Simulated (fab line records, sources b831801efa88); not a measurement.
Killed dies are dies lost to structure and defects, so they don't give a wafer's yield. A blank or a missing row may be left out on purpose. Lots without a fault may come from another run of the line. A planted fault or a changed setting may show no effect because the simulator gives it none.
Which tool did it? | flow sky130 | 7 lots, 21 wafers sampled, at 3 steps of a route of 708

WHAT THE GAUGES READ, wafer by wafer
SKY_SD_N_CD_MEAS_07: target cd 380 nm.
lot  | measured     | on        | cd_nm (nm)
L913 | day 28 20:49 | cd_sem-01 | 378.4 375.5 375.2
L916 | day 30 05:25 | cd_sem-02 | 386.3 386.9 384.6
L919 | day 31 12:16 | cd_sem-01 | 381.8 379.7 381.3
L921 | day 31 19:04 | cd_sem-02 | 376.3 378.1 379.8
L924 | day 32 22:28 | cd_sem-02 | - - -
L927 | day 33 14:49 | cd_sem-01 | 379.5 381.1 381.4
L934 | day 35 19:45 | cd_sem-01 | 381.2 381.9 379.7

WHICH TOOL RAN EACH LOT (tool, then ch and the chambers of the sampled wafers, then the start)
lot  | SKY_SD_P_STRIP_10                    | SKY_SD_N_EXPOSE_04
L913 | plasma_asher-02 ch 0,1, day 26 09:44 | iline_stepper-02 ch 0, day 28 06:29
L916 | plasma_asher-04 ch 0,1, day 27 20:49 | iline_stepper-01 ch 0, day 29 15:29
L919 | plasma_asher-03 ch 0,1, day 29 03:30 | iline_stepper-01 ch 0, day 30 21:54
L921 | plasma_asher-04 ch 0,1, day 29 10:34 | iline_stepper-02 ch 0, day 31 04:49
L924 | plasma_asher-03 ch 0,1, day 30 14:10 | iline_stepper-01, day 32 09:01
L927 | plasma_asher-04 ch 0,1, day 31 07:05 | iline_stepper-02 ch 0, day 33 01:50
L934 | plasma_asher-03 ch 0,1, day 33 14:01 | iline_stepper-02 ch 0, day 35 06:18
- SKY_SD_P_STRIP_10: strips in O2/N2.
- SKY_SD_N_EXPOSE_04: exposes mask NSDM, target cd 380 nm.

THE ANSWER, worked out from the rows above alone
Rule: what is usual is taken from the lots themselves. Put in order of their means at a reading, lots are off if they are a third of the lots or fewer, leave a main group of 4 or more, and stand apart from it by a gap of 3 or more times the standard deviation of the main group's means; of several such gaps the widest counts. A main group whose means are all the same, to the digits that the tables above print for the reading, isn't used. A lot without any number at a reading at which 4 lots or more have one is off too. The other lots that the step has rows for count as sound.
Off: L924, at SKY_SD_N_CD_MEAS_07 (cd_nm). Without a number there: L924. The main group: mean 380.5 nm, standard deviation 3.
A tool fits if, at a process step before that reading, it ran every lot that is off, and no sound lot after the first of them. The gauges at SKY_SD_N_CD_MEAS_07 are tried like those tools. Can't be told from this: 2 tools fit, iline_stepper-01 at SKY_SD_N_EXPOSE_04, cd_sem-02 at SKY_SD_N_CD_MEAS_07.

WHAT THE SIMULATOR HAD PUT IN
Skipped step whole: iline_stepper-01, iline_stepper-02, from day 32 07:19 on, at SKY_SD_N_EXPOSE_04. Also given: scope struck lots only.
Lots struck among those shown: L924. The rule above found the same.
